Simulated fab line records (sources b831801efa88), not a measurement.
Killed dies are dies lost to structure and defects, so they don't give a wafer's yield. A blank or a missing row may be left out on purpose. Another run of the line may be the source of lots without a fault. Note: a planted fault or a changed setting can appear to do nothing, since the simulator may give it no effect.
A struck lot beside a sound one    flow gf180mcu    17 out of 602 route steps
Sound: the wafers L504.2, L504.4, L504.6. Wafers L514.3, L514.4, L514.5 were the ones struck. Last of all comes the cause.
At each step with rows: each side's tool, then ch and its chambers, then its first start. Under that, the readings that differ: sound wafers    struck wafers    difference of the means    sigmas: that difference in standard deviations of wafers without a fault.
alike: words and numbers the same on both sides, and readings whose means are apart by under 2 such deviations; not compared: readings that were withheld, readings missing a value for some wafer, numbers with overlapping values and no deviation given by the record, and bounds like >300 which may hide the same value.
Wherever a step has rows on one side only, a row that says differs or no value, or a row with sigmas, the two part there. Non-overlapping numbers with no deviation appear without sigmas and do not part them. Lack of a reading on every wafer of one side parts them only where that side has two or more wafers.

first, 3 steps without rows for these wafers: GF_V5_EXPOSE_11 (exposes mask Via5, target cd 260 nm); GF_V5_PEB_12 (peb time 90 s); GF_V5_DEVELOP_13 (develop time 60 s).
GF_V5_CD_MEAS_14: the cd target is 260 nm.
  sound: cd-sem-02 at day 28 01:27; struck: cd-sem-02 at day 30 21:39
  alike: cd-nm
GF_V5_OVL_MEAS_15:
  sound: overlay-02 at day 28 01:34; struck: overlay-02 at day 30 21:44
  alike: V5_OVL
GF_V5_ETCH_16: etches BARC in N2/H2.
  sound on rie-diel-02 ch 0,2,3, day 28 01:35; struck on rie-diel-01 ch 0,2,3, day 30 21:46
  alike: bias-w, drypump-motor-current-A, oes-product-au, throttle-valve-pct
GF_V5_ETCH_17: etches SiO2 in C4F8/O2/Ar, stops on TiN, target depth 855 nm.
  sound: rie-diel-02 ch 0,2,3; struck: rie-diel-01 ch 0,2,3
  alike: bias-w, oes-product-au
GF_V5_STRIP_18: strips in O2/N2.
  sound on plasma-asher-01 ch 0,1, day 28 01:44; struck on plasma-asher-01 ch 0,1, day 30 21:57
  alike: drypump-motor-current-A, heater-power-w, oes-product-au
  not compared: rf-hours-counter-h
then, 3 steps without rows for these wafers: GF_V5_STRIP_19 (strips in post etch residue remover, time 1200 s); GF_V5_CLEAN_20 (cleans in DIW); GF_V5_SPUTTER_21 (material Ti, target thk 15 nm, time 80.02 s).
GF_V5_SPUTTER_22: material TiN, target thk 10 nm, time 40 s.
  sound: pvd-sputter-02 at day 28 02:20; struck: pvd-sputter-03 at day 30 22:31
  alike: throttle-valve-pct
GF_V5_CVD_23: deposits W, target thk 350 nm, time 104.9 s.
  sound on cvd-w-02 ch 0, day 28 02:23; struck on cvd-w-02 ch 0,1, day 30 22:35
reading                           sound            struck           difference  sigmas
model.W_of_V5_CVD_23.thk-nm (nm)  343.4 344.5 342  258.6 250.9 257  -87.8       
  alike: heater-power-outer-w, heater-power-w
GF_V5_RS_MEAS_24: measures by four-point-probe.
  sound: film-metro-03 at day 28 02:31; struck: film-metro-01 at day 30 22:42
reading           sound              struck             difference  sigmas
V5_W_RS (ohm/sq)  0.334 0.332 0.335  0.445 0.458 0.447  +0.116      +31
GF_V5_THK_MEAS_25: measures by xrf.
  sound: film-metro-03 at day 28 02:37; struck: film-metro-01 at day 30 22:48
reading        sound        struck       difference  sigmas
V5_W_THK (nm)  350 352 350  259 251 258  -95         -17
GF_V5_CMP_26: polishes, stops on SiO2, t overpolish 15 s, target thk 0 nm.
  sound on cmp-02 ch 0,2,3, day 28 02:40; struck on cmp-02 ch 2,3, day 30 22:53
reading                 sound     struck    difference  sigmas
time-to-endpoint-s (s)  83 84 87  67 62 66  -20         -6
  alike: edge-zone-pressure-frac, motor-current-A
GF_TOP_METAL_SPUTTER_00: material Ti, target thk 37.5 nm, time 155.4 s.
  sound: pvd-sputter-01 at day 28 02:58; struck: pvd-sputter-01 at day 30 23:08
  alike: throttle-valve-pct

== WHERE THEY PART ==
Last at GF_V5_CMP_26 as far as this record goes, first at GF_V5_RS_MEAS_24. Later steps at which nothing parts them and some readings are alike: GF_TOP_METAL_SPUTTER_00.

WHY: what had been put in by the simulator
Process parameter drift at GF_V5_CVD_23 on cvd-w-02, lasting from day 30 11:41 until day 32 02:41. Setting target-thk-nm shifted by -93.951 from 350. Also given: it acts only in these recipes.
